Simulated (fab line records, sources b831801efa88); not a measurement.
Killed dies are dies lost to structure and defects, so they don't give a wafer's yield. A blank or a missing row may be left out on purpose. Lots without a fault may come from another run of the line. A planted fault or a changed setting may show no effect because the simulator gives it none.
Tool commonality check | flow gf180mcu | 13 lots, 39 wafers sampled

WHY IT WAS OPENED
At GF_NSD_TW_MEAS_12 the reading NSD_TW is flagged on 1 of 13 lots. Wafers without a fault read 4262, standard deviation 65.
Rule: a lot is flagged when every wafer of it that has a number lies more than 4 standard deviations from that mean, or none has a number. The other lots count as sound.

lot  | measured     | on            | NSD_TW, wafer by wafer | flag
L508 | day 13 09:57 | film_metro-02 | 4256 4247 4258         |
L509 | day 13 23:26 | film_metro-03 | 4337 4334 4355         |
L511 | day 14 11:13 | film_metro-02 | 4228 4259 4226         |
L514 | day 15 17:59 | film_metro-02 | 30 30 30               | FLAGGED
L515 | day 16 04:11 | film_metro-04 | 4236 4238 4209         |
L518 | day 16 18:35 | film_metro-02 | 4285 4282 4281         |
L522 | day 18 06:47 | film_metro-03 | 4310 4313 4327         |
L523 | day 18 14:50 | film_metro-04 | 4158 4151 4164         |
L524 | day 18 20:35 | film_metro-04 | 4156 4172 4141         |
L525 | day 19 04:05 | film_metro-02 | 4225 4202 4203         |
L527 | day 20 02:22 | film_metro-02 | 4205 4209 4212         |
L528 | day 20 10:14 | film_metro-02 | 4221 4203 4222         |
L531 | day 21 14:08 | film_metro-04 | 4136 4136 4130         |
The numbers of the flagged lots are 30 on average: -4232 against the usual, or -65 standard deviations.

WHICH TOOL RAN EACH LOT
The record holds 2 process steps before the reading, out of a route of 602 steps. In each cell: the tool, then ch and the chambers that the sampled wafers went through, then the start.
lot  | flag    | GF_VT_IMPLANT_RTA_45             | GF_NSD_EXPOSE_04
L508 |         | rtp_anneal-01 ch 0, day 7 14:19  | iline_stepper-01 ch 0, day 12 23:44
L509 |         | rtp_anneal-01 ch 0, day 8 00:28  | iline_stepper-01 ch 0, day 13 12:46
L511 |         | rtp_anneal-02 ch 0, day 8 11:07  | iline_stepper-02 ch 0, day 14 00:57
L514 | FLAGGED | rtp_anneal-02 ch 0, day 9 07:11  | iline_stepper-02 ch 0, day 15 07:09
L515 |         | rtp_anneal-02 ch 0, day 9 13:41  | iline_stepper-02 ch 0, day 15 16:47
L518 |         | rtp_anneal-01 ch 0, day 10 08:11 | iline_stepper-01 ch 0, day 16 07:23
L522 |         | rtp_anneal-01 ch 0, day 11 12:16 | iline_stepper-01 ch 0, day 17 19:09
L523 |         | rtp_anneal-01 ch 0, day 11 15:49 | iline_stepper-02 ch 0, day 18 03:04
L524 |         | rtp_anneal-02 ch 0, day 11 22:43 | iline_stepper-01 ch 0, day 18 07:55
L525 |         | rtp_anneal-02 ch 0, day 12 07:11 | iline_stepper-01 ch 0, day 18 15:47
L527 |         | rtp_anneal-02 ch 0, day 12 20:51 | iline_stepper-01 ch 0, day 19 14:07
L528 |         | rtp_anneal-02 ch 0, day 13 00:17 | iline_stepper-02 ch 0, day 19 22:42
L531 |         | rtp_anneal-01 ch 0, day 14 00:49 | iline_stepper-02 ch 0, day 21 01:53
What these steps do:
- GF_VT_IMPLANT_RTA_45: time 30 s.
- GF_NSD_EXPOSE_04: exposes mask Nplus, target cd 400 nm.
- GF_NSD_TW_MEAS_12

FLAGGED OVER TOTAL, TOOL BY TOOL (the gauges that took the reading come last)
step                 | tool             | lots run | flagged | share of the flagged lots | sound lots run after its first flagged lot
GF_VT_IMPLANT_RTA_45 | rtp_anneal-01    | 6        | 0       | none                      | -
GF_VT_IMPLANT_RTA_45 | rtp_anneal-02    | 7        | 1       | all                       | 5 (L515,L524,L525,L527,L528)
GF_NSD_EXPOSE_04     | iline_stepper-01 | 7        | 0       | none                      | -
GF_NSD_EXPOSE_04     | iline_stepper-02 | 6        | 1       | all                       | 4 (L515,L523,L528,L531)
GF_NSD_TW_MEAS_12    | film_metro-02    | 7        | 1       | all                       | 4 (L518,L525,L527,L528)
GF_NSD_TW_MEAS_12    | film_metro-03    | 2        | 0       | none                      | -
GF_NSD_TW_MEAS_12    | film_metro-04    | 4        | 0       | none                      | -

WHAT THE TABLE ALLOWS
3 rows of the table ran every flagged lot: rtp_anneal-02 at GF_VT_IMPLANT_RTA_45, iline_stepper-02 at GF_NSD_EXPOSE_04, film_metro-02 at GF_NSD_TW_MEAS_12.
- rtp_anneal-02 at GF_VT_IMPLANT_RTA_45: 1 of its 7 lots flagged. Sound lots ran on it after the first flagged one (L515, L524, L525, L527, L528), which a lasting fault on the whole tool wouldn't allow.
- iline_stepper-02 at GF_NSD_EXPOSE_04: 1 of its 6 lots flagged. Sound lots ran on it after the first flagged one (L515, L523, L528, L531), which a lasting fault on the whole tool wouldn't allow.
- film_metro-02 at GF_NSD_TW_MEAS_12: 1 of its 7 lots flagged. Sound lots ran on it after the first flagged one (L518, L525, L527, L528), which a lasting fault on the whole tool wouldn't allow.
No row of the table ran every flagged lot and no sound lot after the first.

WHAT THE SIMULATOR HAD PUT IN
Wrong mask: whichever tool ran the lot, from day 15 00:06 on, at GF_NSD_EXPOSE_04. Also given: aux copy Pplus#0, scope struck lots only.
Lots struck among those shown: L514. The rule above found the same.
